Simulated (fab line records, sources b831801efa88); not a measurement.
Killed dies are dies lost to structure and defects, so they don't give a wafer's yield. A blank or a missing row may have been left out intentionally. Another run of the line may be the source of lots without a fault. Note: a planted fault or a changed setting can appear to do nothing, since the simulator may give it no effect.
fab line records	flow gf180mcu
record: lots: 15	wafers: 45	last-day: 34
route steps=602 shown V4@494 MIM@505
lots that met no fault: taken from a fault-free run of the same line
start-h: hours from the record's opening day to when the first of the lot's shown wafers began	wait-h: hours elapsed since this lot's preceding step	" the same as in the row above	L1.1+2: a row that stands for several wafers	- either no value or no given start	* or withheld: withheld	< > ~ a bound
route shown NAME@n: a module of which the file shows steps, and the number in the route of the first	usual: mean/standard deviation taken from wafers without a fault	same: alike in all rows	chamber/n: place in a boat	sites: per-site readings	_std_site: their standard deviation	_edge_site: the outer-site mean with the inner-site mean subtracted	radius-mm: how far each site lies from the wafer's centre	mask NAME#n: copy n	behind: tool/chamber where the wafer was last shaped	hold: reason for holding the lot/hours on hold/outcome of the hold	device: transistor that didn't switch, given as n, p or np	end of line: the route-end tests of the same wafers	a step given without rows: its recipe and nothing more	killed: count of dies lost to structure and defects at first sort (not the wafer's yield)	map: a wafer's dies, x killed, . not, _ none there
set.NAME: the setting the step ran with; set.NAME@STEP: the setting that earlier step ran with	model.NAME: the simulator's own value behind a step, which no gauge read
a sample of lots followed through the steps of the route, with each step as a table and each wafer as a row
services: a tool's chamber out of use, with start hour (start-h, from the record's first day; less than 0 if before it), hours out, and reason
== steps ==
step: GF_V4_STRIP_18
recipe: chemistry: O2/N2	power-w: 1400	pressure-mtorr: 1500	platen-temp-c: 250	o2-flow-sccm: 3000	n2-flow-sccm: 300	overash-fraction: 0.5
usual: drypump-motor-current-A: 5.9/0.39	heater-power-w: 337/27	o2-flow-sccm: 3000/8.6	oes-product-au: 0.594/0.005
lot.wafer	tool	chamber	start-h	wait-h	drypump-motor-current-A	heater-power-w	o2-flow-sccm	oes-product-au	rf-hours-counter-h
L678.3	plasma-asher-01	1	553.76	-	6.6	308	2995	0.601	-
L678.5	"	0	"	"	5.5	362	2995	0.592	-
L678.6	"	1	"	"	6.6	308	2990	0.595	-
L679.3	plasma-asher-01	0	567.10	-	5.4	375	3010	0.592	-
L679.5	"	0	"	"	5.4	372	2998	0.590	-
L679.6	"	1	"	"	6.6	317	3004	0.589	-
L680.2	plasma-asher-02	0	581.99	-	5.7	347	3013	0.589	16
L680.4	"	1	"	"	6.0	358	2983	0.605	-
L680.6	"	1	"	"	6.0	359	3012	0.592	-
L681.1	plasma-asher-02	0	583.13	-	5.7	353	3003	0.593	16
L681.4	"	1	"	"	6.0	344	3008	0.598	-
L681.6	"	1	"	"	6.0	356	3006	0.585	-
L683.1	plasma-asher-01	1	604.37	-	6.6	309	2997	0.594	96
L683.2	"	0	"	"	5.5	370	3002	0.593	96
L683.4	"	0	"	"	5.4	360	2998	0.599	-
L685.1	plasma-asher-01	0	619.39	-	5.5	356	2994	0.597	98
L685.2	"	1	"	"	6.6	308	2997	0.595	98
L685.6	"	0	"	"	5.4	366	2999	0.602	-
L690.2	plasma-asher-01	1	667.19	-	6.6	302	3002	0.600	102
L690.4	"	0	"	"	5.5	367	3001	0.596	-
L690.5	"	0	"	"	5.5	372	2992	0.591	-
L691.2	plasma-asher-03	1	671.23	-	5.4	316	3002	0.604	93
L691.3	"	1	"	"	5.5	311	3002	0.601	-
L691.4	"	0	"	"	6.2	278	3013	0.593	-
L692.3	plasma-asher-03	1	675.63	-	5.4	303	2992	0.594	-
L692.5	"	0	"	"	6.2	281	2997	0.597	-
L692.6	"	1	"	"	5.4	310	2994	0.605	-
L693.1	plasma-asher-01	0	689.99	-	5.4	355	2993	0.590	105
L693.4	"	1	"	"	6.6	308	2992	0.593	-
L693.6	"	1	"	"	6.6	308	2996	0.593	-
L694.2	plasma-asher-02	1	694.28	-	6.0	357	3011	0.601	29
L694.3	"	1	"	"	6.0	359	3016	0.596	-
L694.5	"	0	"	"	5.7	350	3014	0.592	-
L695.1	plasma-asher-02	1	697.98	-	6.0	359	3009	0.599	30
L695.3	"	0	"	"	5.7	335	2999	0.596	-
L695.5	"	0	"	"	5.7	341	2990	0.588	-
L698.1	plasma-asher-01	1	716.88	-	6.6	311	3003	0.586	108
L698.4	"	0	"	"	5.4	368	2994	0.590	-
L698.6	"	0	"	"	5.4	362	2999	0.595	-
L699.2	plasma-asher-03	0	721.93	-	6.2	279	2986	0.598	98
L699.4	"	0	"	"	6.2	285	2991	0.598	-
L699.6	"	1	"	"	5.4	306	3014	0.599	-
L700.2	plasma-asher-02	0	730.13	-	5.7	349	3009	0.590	33
L700.3	"	1	"	"	6.0	358	3002	0.595	-
L700.4	"	0	"	"	5.7	349	2995	0.590	-
step: GF_V4_SPUTTER_21
recipe: material: Ti	target-thk-nm: 15	chamber-pressure-pa: 5	power-w: 2500	substrate-temp-c: 200	time-s: 80.02
usual: cathode-dc-power-W: 2500.0/0.47	chamber-pressure-pa: 5.002/0.011	substrate-temp-c: 200.01/0.17	throttle-valve-pct: 30.5/0.69
same: time-s: 80.02
lot.wafer	tool	chamber	start-h	wait-h	cathode-dc-power-W	chamber-pressure-pa	substrate-temp-c	throttle-valve-pct
L678.3	pvd-sputter-01	-	554.29	0.0	2500.3	4.990	200.08	30.9
L678.5	"	-	"	"	2500.6	5.015	199.94	30.9
L678.6	"	-	"	"	2499.9	5.022	199.82	30.0
L679.3	pvd-sputter-02	-	567.61	0.0	2500.7	5.003	200.01	30.4
L679.5	"	-	"	"	2500.2	5.021	200.07	29.3
L679.6	"	-	"	"	2500.2	4.995	200.16	31.7
L680.2	pvd-sputter-02	-	582.56	0.0	2500.9	5.004	200.00	30.3
L680.4	"	-	"	"	2499.6	4.988	199.87	31.7
L680.6	"	-	"	"	2500.1	5.016	200.00	30.3
L681.1	pvd-sputter-01	-	583.67	0.0	2499.6	5.017	199.68	30.3
L681.4	"	-	"	"	2500.0	5.009	200.21	30.6
L681.6	"	-	"	"	2499.8	5.015	199.61	30.6
L683.1	pvd-sputter-02	-	604.90	0.0	2500.3	5.003	200.06	30.6
L683.2	"	-	"	"	2500.1	5.010	200.26	30.4
L683.4	"	-	"	"	2500.4	5.008	200.09	32.1
L685.1	pvd-sputter-02	-	619.93	0.0	2500.6	4.995	200.22	32.0
L685.2	"	-	"	"	2500.5	5.005	200.10	29.1
L685.6	"	-	"	"	2499.7	5.006	200.42	28.7
L690.2	pvd-sputter-03	-	667.72	0.0	2500.3	4.993	200.01	30.7
L690.4	"	-	"	"	2499.9	4.980	200.03	30.1
L690.5	"	-	"	"	2500.0	5.001	200.31	30.5
L691.2	pvd-sputter-03	-	671.76	0.0	2499.9	4.996	199.91	30.6
L691.3	"	-	"	"	2499.3	4.997	199.78	30.9
L691.4	"	-	"	"	2499.8	5.010	200.27	30.5
L692.3	pvd-sputter-02	-	676.13	0.0	2499.9	4.991	200.07	31.9
L692.5	"	-	"	"	2500.0	5.002	200.08	30.7
L692.6	"	-	"	"	2499.7	5.002	200.33	30.5
L693.1	pvd-sputter-01	-	690.56	0.0	2500.0	4.993	200.08	30.9
L693.4	"	-	"	"	2499.8	4.996	199.96	30.1
L693.6	"	-	"	"	2500.1	4.986	199.89	30.6
L694.2	pvd-sputter-01	-	694.85	0.0	2500.2	4.990	199.90	30.8
L694.3	"	-	"	"	2498.6	5.004	199.85	30.3
L694.5	"	-	"	"	2499.6	4.993	200.20	31.1
L695.1	pvd-sputter-02	-	698.52	0.0	2500.1	5.006	199.96	30.4
L695.3	"	-	"	"	2500.4	5.000	199.83	30.6
L695.5	"	-	"	"	2499.2	4.994	200.11	29.0
L698.1	pvd-sputter-02	-	717.42	0.0	2500.2	4.996	199.90	30.5
L698.4	"	-	"	"	2500.3	5.021	199.80	31.8
L698.6	"	-	"	"	2501.2	5.002	200.04	30.2
L699.2	pvd-sputter-02	-	722.47	0.0	2499.4	4.998	200.17	31.6
L699.4	"	-	"	"	2499.7	5.021	200.21	30.4
L699.6	"	-	"	"	2500.3	4.993	199.95	30.6
L700.2	pvd-sputter-03	-	730.67	0.0	2499.6	5.023	200.13	31.3
L700.3	"	-	"	"	2499.4	5.021	200.04	30.6
L700.4	"	-	"	"	2500.2	5.000	199.86	30.6
step: GF_MIM_SPUTTER_02
recipe: material: AlCu	target-thk-nm: 450	power-w: 10600	time-s: 23.9	chamber-pressure-pa: 0.4
usual: cathode-dc-power-W: 10600/1.9	chamber-pressure-pa: 0.3999/0.0008	throttle-valve-pct: 30.4/0.8
same: time-s: 23.9
lot.wafer	tool	chamber	start-h	wait-h	cathode-dc-power-W	chamber-pressure-pa	throttle-valve-pct
L678.3	pvd-sputter-02	-	555.11	0.0	10601	0.4010	32.0
L678.5	"	-	"	"	10599	0.4005	30.1
L678.6	"	-	"	"	10600	0.4000	32.0
L679.3	pvd-sputter-03	-	568.44	0.0	10599	0.3993	30.9
L679.5	"	-	"	"	10602	0.3994	30.8
L679.6	"	-	"	"	10602	0.4001	30.4
L680.2	pvd-sputter-04	-	583.49	0.0	10599	0.3998	30.0
L680.4	"	-	"	"	10601	0.4006	29.5
L680.6	"	-	"	"	10600	0.4000	29.6
L681.1	pvd-sputter-02	-	584.61	0.0	10599	0.4000	30.2
L681.4	"	-	"	"	10600	0.3998	28.9
L681.6	"	-	"	"	10601	0.3983	30.6
L683.1	pvd-sputter-03	-	605.73	0.0	10597	0.4008	30.1
L683.2	"	-	"	"	10601	0.3991	31.4
L683.4	"	-	"	"	10603	0.3978	30.7
L685.1	pvd-sputter-02	-	620.76	0.0	10599	0.3995	30.4
L685.2	"	-	"	"	10602	0.4002	29.2
L685.6	"	-	"	"	10600	0.4006	30.6
L690.2	pvd-sputter-04	-	668.54	0.0	10601	0.3997	29.6
L690.4	"	-	"	"	10602	0.4012	29.9
L690.5	"	-	"	"	10602	0.3999	31.3
L691.2	pvd-sputter-04	-	672.64	0.0	10600	0.3997	29.7
L691.3	"	-	"	"	10598	0.4002	29.2
L691.4	"	-	"	"	10598	0.4004	29.9
L692.3	pvd-sputter-02	-	677.16	0.0	10601	0.4003	29.1
L692.5	"	-	"	"	10603	0.3994	30.5
L692.6	"	-	"	"	10596	0.3995	31.9
L693.1	pvd-sputter-03	-	691.38	0.0	10600	0.3991	31.6
L693.4	"	-	"	"	10598	0.3985	30.4
L693.6	"	-	"	"	10602	0.4002	30.5
L694.2	pvd-sputter-03	-	695.73	0.0	10600	0.4000	31.2
L694.3	"	-	"	"	10599	0.4016	30.6
L694.5	"	-	"	"	10598	0.3995	30.6
L695.1	pvd-sputter-02	-	699.34	0.0	10606	0.3993	29.0
L695.3	"	-	"	"	10599	0.3988	30.4
L695.5	"	-	"	"	10600	0.3994	32.0
L698.1	pvd-sputter-04	-	718.25	0.0	10600	0.4001	29.8
L698.4	"	-	"	"	10596	0.3995	29.2
L698.6	"	-	"	"	10602	0.4008	31.4
L699.2	pvd-sputter-03	-	723.70	0.0	10598	0.3994	31.3
L699.4	"	-	"	"	10599	0.4011	30.8
L699.6	"	-	"	"	10598	0.3992	30.8
L700.2	pvd-sputter-04	-	731.49	0.0	10600	0.3991	29.4
L700.3	"	-	"	"	10600	0.3992	29.8
L700.4	"	-	"	"	10603	0.3992	29.4
step: GF_MIM_SPUTTER_04
recipe: material: TiN	target-thk-nm: 50	power-w: 6500	time-s: 41.7	chamber-pressure-pa: 0.4
usual: cathode-dc-power-W: 6500.0/1.2	chamber-pressure-pa: 0.4000/0.00074	throttle-valve-pct: 30.4/0.79	time-s: 41.7/0
lot.wafer	tool	chamber	start-h	wait-h	cathode-dc-power-W	chamber-pressure-pa	throttle-valve-pct	time-s
L678.3	pvd-sputter-02	-	555.16	0.0	6499.5	0.4004	31.9	41.7
L678.5	"	-	"	"	6502.3	0.4003	30.2	41.7
L678.6	"	-	"	"	6498.0	0.4004	31.9	41.7
L679.3	pvd-sputter-03	-	568.49	0.0	6502.0	0.3997	30.8	41.7
L679.5	"	-	"	"	6500.2	0.4001	30.8	41.7
L679.6	"	-	"	"	6501.9	0.4004	30.3	41.7
L680.2	pvd-sputter-04	-	583.54	0.0	6498.4	0.4009	30.0	41.7
L680.4	"	-	"	"	6498.6	0.4002	29.4	41.7
L680.6	"	-	"	"	6499.3	0.4014	29.8	41.7
L681.1	pvd-sputter-02	-	584.66	0.0	6500.1	0.4014	30.4	41.7
L681.4	"	-	"	"	6501.5	0.4001	29.0	41.7
L681.6	"	-	"	"	6501.2	0.4003	30.2	41.7
L683.1	pvd-sputter-03	-	605.78	0.0	6498.9	0.4001	30.2	41.7
L683.2	"	-	"	"	6500.1	0.4001	31.4	41.7
L683.4	"	-	"	"	6498.3	0.4005	30.6	41.7
L685.1	pvd-sputter-02	-	620.81	0.0	6498.9	0.3999	30.5	41.7
L685.2	"	-	"	"	6501.4	0.3997	29.0	41.7
L685.6	"	-	"	"	6500.5	0.3996	30.4	41.7
L690.2	pvd-sputter-04	-	668.59	0.0	-	-	-	-
L690.4	"	-	"	"	-	-	-	-
L690.5	"	-	"	"	-	-	-	-
L691.2	pvd-sputter-04	-	672.69	0.0	-	-	-	-
L691.3	"	-	"	"	-	-	-	-
L691.4	"	-	"	"	-	-	-	-
L692.3	pvd-sputter-02	-	677.21	0.0	-	-	-	-
L692.5	"	-	"	"	-	-	-	-
L692.6	"	-	"	"	-	-	-	-
L693.1	pvd-sputter-03	-	691.43	0.0	6501.1	0.4000	31.2	41.7
L693.4	"	-	"	"	6501.3	0.3993	30.2	41.7
L693.6	"	-	"	"	6500.7	0.3986	30.6	41.7
L694.2	pvd-sputter-03	-	695.78	0.0	6501.5	0.4009	31.3	41.7
L694.3	"	-	"	"	6501.7	0.4004	30.6	41.7
L694.5	"	-	"	"	6502.5	0.4003	30.7	41.7
L695.1	pvd-sputter-02	-	699.39	0.0	6498.4	0.4010	29.1	41.7
L695.3	"	-	"	"	6501.1	0.3993	30.4	41.7
L695.5	"	-	"	"	6499.4	0.3995	31.8	41.7
L698.1	pvd-sputter-04	-	718.30	0.0	6500.7	0.3992	30.0	41.7
L698.4	"	-	"	"	6499.1	0.3994	29.3	41.7
L698.6	"	-	"	"	6499.5	0.4018	31.1	41.7
L699.2	pvd-sputter-03	-	723.75	0.0	6498.4	0.3993	31.3	41.7
L699.4	"	-	"	"	6500.6	0.3994	30.5	41.7
L699.6	"	-	"	"	6498.3	0.4004	30.5	41.7
L700.2	pvd-sputter-04	-	731.54	0.0	6499.3	0.4005	29.2	41.7
L700.3	"	-	"	"	6500.6	0.3998	30.0	41.7
L700.4	"	-	"	"	6499.6	0.4006	29.2	41.7
== services ==
tool	chamber	start-h	hours	kind
plasma-asher-02	-	539.37	1.5	repair
pvd-sputter-02	-	543.77	2.3	repair
pvd-sputter-01	-	557.21	6.4	repair
plasma-asher-01	-	560.56	2.8	pm
plasma-asher-01	-	563.83	2.0	repair
plasma-asher-01	-	567.85	0.6	repair
plasma-asher-03	-	611.73	1.6	repair
pvd-sputter-01	-	631.38	1.8	repair
pvd-sputter-02	-	656.16	12.5	repair
plasma-asher-03	-	662.75	2.8	pm
plasma-asher-01	-	678.80	2.3	repair
== key ==
first-sign: step: GF_MIM_SPUTTER_04	reading: tool-record	direction: missing
effect none on later readings
met-at GF_MIM_SPUTTER_04
struck-lots L690,L691,L692
later-rows-left-out L690.2,L690.4,L690.5,L691.2,L691.3,L691.4,L692.3,L692.5,L692.6
sort-left-out L690.2,L690.4,L690.5,L691.2,L691.3,L691.4,L692.3,L692.5,L692.6
not-acting-at GF_V4_STRIP_18,GF_V4_SPUTTER_21,GF_MIM_SPUTTER_02
onset-between 620.81 668.59
fault: kind: skipped-step-whole	tool: pvd-sputter-02,pvd-sputter-04	chamber: -	onset-h: 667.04	steps: GF_MIM_SPUTTER_04	scope: struck-lots-only
sort-left-out: the simulated sort isn't trusted on such a fault, so these wafers' sort isn't shown, and their yield isn't known
later-rows-left-out: the simulator's readings of these wafers behind a module that went badly wrong aren't trusted and aren't shown, but for the sort
